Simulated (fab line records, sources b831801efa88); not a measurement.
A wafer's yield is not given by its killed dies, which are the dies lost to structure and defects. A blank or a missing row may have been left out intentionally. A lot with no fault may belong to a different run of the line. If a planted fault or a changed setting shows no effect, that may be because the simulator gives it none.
The tool behind it: which one? + flow gf180mcu + Sampling: 14 lots, 42 wafers, 5 of 602 route steps

WHAT THE GAUGES READ, wafer by wafer
GF_VT_IMPLANT_TW_MEAS_10. Usual: VT_IMPLANT_TW 564, standard deviation 5.7.
| lot  | measured     | on            | VT_IMPLANT_TW | flag |
|------|--------------|---------------|---------------|------|
| L670 | day 5 15:28  | film_metro-01 | 559 560 558   |      |
| L671 | day 5 21:43  | film_metro-02 | 565 567 564   |      |
| L672 | day 6 02:35  | film_metro-04 | 571 569 572   |      |
| L674 | day 6 13:16  | film_metro-01 | 560 556 559   |      |
| L675 | day 6 22:28  | film_metro-04 | 571 571 569   |      |
| L678 | day 7 16:08  | film_metro-04 | 566 571 568   |      |
| L679 | day 7 22:43  | film_metro-04 | 571 568 570   |      |
| L681 | day 8 10:58  | film_metro-02 | 568 566 571   |      |
| L683 | day 9 05:36  | film_metro-04 | 568 568 567   |      |
| L684 | day 9 14:52  | film_metro-01 | 558 560 555   |      |
| L686 | day 9 20:56  | film_metro-04 | 571 569 567   |      |
| L688 | day 10 11:01 | film_metro-02 | 567 570 569   |      |
| L691 | day 10 23:18 | film_metro-04 | 566 570 568   |      |
| L693 | day 11 13:22 | film_metro-04 | 568 566 566   |      |

GF_VT_IMPLANT_TW_MEAS_32. Usual: VT_IMPLANT_3_TW 272.7, standard deviation 2.4.
| lot  | measured     | on            | VT_IMPLANT_3_TW   | flag |
|------|--------------|---------------|-------------------|------|
| L670 | day 6 21:33  | film_metro-04 | 274.9 274.6 274.6 |      |
| L671 | day 7 04:19  | film_metro-04 | 273.6 273.4 273.8 |      |
| L672 | day 7 09:25  | film_metro-01 | 267.1 266.4 266.5 |      |
| L674 | day 7 20:49  | film_metro-02 | 273.0 272.7 273.6 |      |
| L675 | day 8 06:26  | film_metro-04 | 275.5 275.0 275.8 |      |
| L678 | day 9 02:04  | film_metro-02 | 272.2 273.7 272.5 |      |
| L679 | day 9 07:48  | film_metro-02 | 273.2 273.4 272.4 |      |
| L681 | day 9 20:39  | film_metro-02 | 273.5 271.4 271.8 |      |
| L683 | day 10 16:22 | film_metro-04 | 274.4 273.1 273.6 |      |
| L684 | day 11 03:19 | film_metro-04 | 274.6 272.4 272.5 |      |
| L686 | day 11 09:01 | film_metro-04 | 272.0 271.7 273.7 |      |
| L688 | day 12 00:04 | film_metro-04 | 275.7 275.6 276.2 |      |
| L691 | day 12 13:37 | film_metro-02 | 272.9 272.6 274.7 |      |
| L693 | day 13 04:11 | film_metro-04 | 275.1 274.3 275.6 |      |

GF_VT_IMPLANT_OVL_MEAS_40. Usual: VT_IMPLANT_03_OVL 0.8 nm, standard deviation 1.3.
| lot  | measured     | on         | VT_IMPLANT_03_OVL (nm) | flag |
|------|--------------|------------|------------------------|------|
| L670 | day 7 12:49  | overlay-02 | -0.5 -0.3 -0.4         |      |
| L671 | day 7 20:24  | overlay-01 | 0.6 -0.5 0.0           |      |
| L672 | day 8 01:01  | overlay-02 | 2.1 1.1 2.0            |      |
| L674 | day 8 13:08  | overlay-01 | -0.4 1.9 0.1           |      |
| L675 | day 8 22:54  | overlay-01 | 1.5 0.8 0.2            |      |
| L678 | day 9 19:16  | overlay-01 | 0.2 2.0 0.2            |      |
| L679 | day 10 01:05 | overlay-01 | 1.3 0.4 -0.1           |      |
| L681 | day 10 14:11 | overlay-02 | -0.6 -1.6 0.5          |      |
| L683 | day 11 10:35 | overlay-01 | 2.6 1.8 0.7            |      |
| L684 | day 11 21:38 | overlay-02 | 1.9 -1.2 1.5           |      |
| L686 | day 12 04:16 | overlay-01 | -0.6 0.0 1.2           |      |
| L688 | day 12 19:10 | overlay-02 | -2.3 0.6 -1.0          |      |
| L691 | day 13 08:44 | overlay-02 | -0.3 -0.9 1.4          |      |
| L693 | day 14 00:13 | overlay-01 | 0.3 1.5 2.5            |      |

GF_DUAL_GATE_THK_MEAS_03. Usual: DUAL_GATE_OXIDATION_00_THK 10.85 nm, standard deviation 0.2.
| lot  | measured     | on            | DUAL_GATE_OXIDATION_00_THK (nm) | flag |
|------|--------------|---------------|---------------------------------|------|
| L670 | day 7 15:29  | film_metro-03 | 10.91 10.95 11.00               |      |
| L671 | day 7 23:04  | film_metro-02 | 10.85 10.83 10.90               |      |
| L672 | day 8 04:58  | film_metro-02 | 10.77 10.69 10.94               |      |
| L674 | day 8 15:44  | film_metro-03 | 10.76 10.85 11.09               |      |
| L675 | day 9 01:31  | film_metro-01 | 10.83 10.83 10.74               |      |
| L678 | day 9 21:57  | film_metro-03 | 10.59 10.52 10.58               |      |
| L679 | day 10 03:41 | film_metro-03 | 10.84 10.73 10.86               |      |
| L681 | day 10 18:13 | film_metro-02 | 11.38 11.40 11.11               |      |
| L683 | day 11 13:11 | film_metro-03 | 10.93 10.79 10.87               |      |
| L684 | day 12 00:30 | film_metro-02 | 10.87 10.76 10.84               |      |
| L686 | day 12 07:26 | film_metro-01 | 10.68 10.58 10.44               |      |
| L688 | day 12 21:46 | film_metro-01 | 9.34 9.19 9.31                  | OFF  |
| L691 | day 13 12:14 | film_metro-01 | 8.97 9.10 8.84                  | OFF  |
| L693 | day 14 02:50 | film_metro-02 | 10.84 10.72 10.95               |      |

WHAT TOOL EACH LOT RAN ON (gives the tool, then ch and the chambers of the sampled wafers, and finally the start)
| lot  | GF_DUAL_GATE_OXIDATION_02     |
|------|-------------------------------|
| L670 | furnace-01 ch 0, day 7 14:02  |
| L671 | furnace-01 ch 0, day 7 21:37  |
| L672 | furnace-01 ch 0, day 8 03:31  |
| L674 | furnace-02 ch 0, day 8 14:17  |
| L675 | furnace-01 ch 0, day 9 00:04  |
| L678 | furnace-01 ch 0, day 9 20:31  |
| L679 | furnace-02 ch 0, day 10 02:14 |
| L681 | furnace-01 ch 0, day 10 16:46 |
| L683 | furnace-02 ch 0, day 11 11:44 |
| L684 | furnace-02 ch 0, day 11 23:03 |
| L686 | furnace-02 ch 0, day 12 05:59 |
| L688 | furnace-01 ch 0, day 12 20:19 |
| L691 | furnace-01 ch 0, day 13 10:47 |
| L693 | furnace-02 ch 0, day 14 01:23 |
- GF_DUAL_GATE_OXIDATION_02: stabilise 600 s, purge 300 s, target thk 10.887 nm.

AS READ BY THE TOOLS THEMSELVES (means over the sampled wafers that have a number; for cases with no such wafer, the mark the record gives instead)
GF_DUAL_GATE_OXIDATION_02. Usual: for spike_tc_bottom_C, 916.4 C with a standard deviation of 2.3; for spike_tc_centre_C, 900.7 C with a standard deviation of 1; for spike_tc_lower_C, 901.2 C with a standard deviation of 1.1; for spike_tc_top_C, 909.8 C with a standard deviation of 1.6; for spike_tc_upper_C, 900.0 C with a standard deviation of 1.1; for tube_center_temp_C, 900 C with a standard deviation of 0.082; for tube_center_temp_C_max, 902.4 with a standard deviation of 0.4.
| lot  | tool       | spike_tc_bottom_C (C) | spike_tc_centre_C (C) | spike_tc_lower_C (C) | spike_tc_top_C (C) | spike_tc_upper_C (C) | tube_center_temp_C (C) | tube_center_temp_C_max | flag |
|------|------------|-----------------------|-----------------------|----------------------|--------------------|----------------------|------------------------|------------------------|------|
| L670 | furnace-01 | 918.3                 | 900.3                 | 901.2                | 911.0              | 899.9                | 900                    | 902.7                  |      |
| L671 | furnace-01 | 918.5                 | 901.7                 | 901.1                | 910.1              | 900.2                | 900                    | 902.3                  |      |
| L672 | furnace-01 | 917.6                 | 900.6                 | 901.9                | 911.2              | 900.8                | 900                    | 902.2                  |      |
| L674 | furnace-02 | 914.3                 | 900.2                 | 900.5                | 908.5              | 899.6                | 900                    | 902.4                  |      |
| L675 | furnace-01 | 918.3                 | 900.5                 | 900.5                | 910.7              | 900.4                | 900                    | 902.3                  |      |
| L678 | furnace-01 | 919.3                 | 900.1                 | 901.9                | 911.0              | 899.3                | 900                    | 902.2                  |      |
| L679 | furnace-02 | 914.9                 | 900.8                 | 902.1                | 908.0              | 901.1                | 900                    | 902.4                  |      |
| L681 | furnace-01 | 917.9                 | 900.4                 | 901.1                | 910.9              | 898.5                | 900                    | 902.8                  |      |
| L683 | furnace-02 | 914.9                 | 899.3                 | 901.9                | 908.4              | 900.4                | 900                    | 902.4                  |      |
| L684 | furnace-02 | 912.9                 | 900.6                 | 901.8                | 908.5              | 899.7                | 900                    | 902.4                  |      |
| L686 | furnace-02 | 914.8                 | 900.5                 | 902.9                | 909.4              | 899.6                | 900                    | 901.9                  |      |
| L688 | furnace-01 | 903.2                 | 886.1                 | 885.3                | 895.9              | 884.8                | 885                    | 886.7                  | OFF  |
| L691 | furnace-01 | 903.3                 | 885.7                 | 884.8                | 896.0              | 884.4                | 885                    | 887.3                  | OFF  |
| L693 | furnace-02 | 913.9                 | 900.4                 | 901.8                | 909.0              | 900.6                | 900                    | 902.6                  |      |

THE ANSWER, worked out from the rows above alone
Rule: take the mean of a lot's wafers that have a number; if it is more than 3 standard deviations from the usual mean, the lot is off. A lot without any number at a reading at which 4 lots or more have one is off too. The other lots that the step has rows for count as sound. After the gauges, taken in route order, come the tools' own readings; for these a lot's mean is taken, as printed above. At the first step where some lot is off, the reading lying furthest off is the one used; lots without a number count as furthest.
Off: L688, L691, seen at GF_DUAL_GATE_THK_MEAS_03 (DUAL_GATE_OXIDATION_00_THK).
If a tool, at a process step before that reading, ran all the lots that are off and no sound lot after the first of them, it fits. Not tried: the gauges at GF_DUAL_GATE_THK_MEAS_03; whatever is off there is also off at GF_DUAL_GATE_OXIDATION_02, on other tools, and gauge error can't account for it. One candidate fits, namely furnace-01 at GF_DUAL_GATE_OXIDATION_02. Its last sound lot is L681 (day 10 16:46), its first lot that is off L688 (day 12 20:19): a fault that began between those two fits.
The tool's own readings at GF_DUAL_GATE_OXIDATION_02 bear it out: on the lots that are off they differ by more than 5 times the standard deviation of the sound lots' means. spike_tc_bottom_C reads 903.2 C there against 916.3 C on the sound lots; spike_tc_centre_C reads 885.9 C there against 900.5 C on the sound lots; spike_tc_lower_C reads 885.0 C there against 901.6 C on the sound lots; spike_tc_top_C reads 896.0 C there against 909.7 C on the sound lots; spike_tc_upper_C reads 884.6 C there against 900.0 C on the sound lots; tube_center_temp_C reads 885 C there against 900 C on the sound lots; tube_center_temp_C_max reads 887.0 there against 902.4 on the sound lots.

WHAT THE SIMULATOR HAD PUT IN
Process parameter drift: furnace-01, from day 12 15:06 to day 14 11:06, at GF_DUAL_GATE_OXIDATION_02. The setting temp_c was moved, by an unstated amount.
Struck lots among those shown: L688, L691. The rule above found the same.
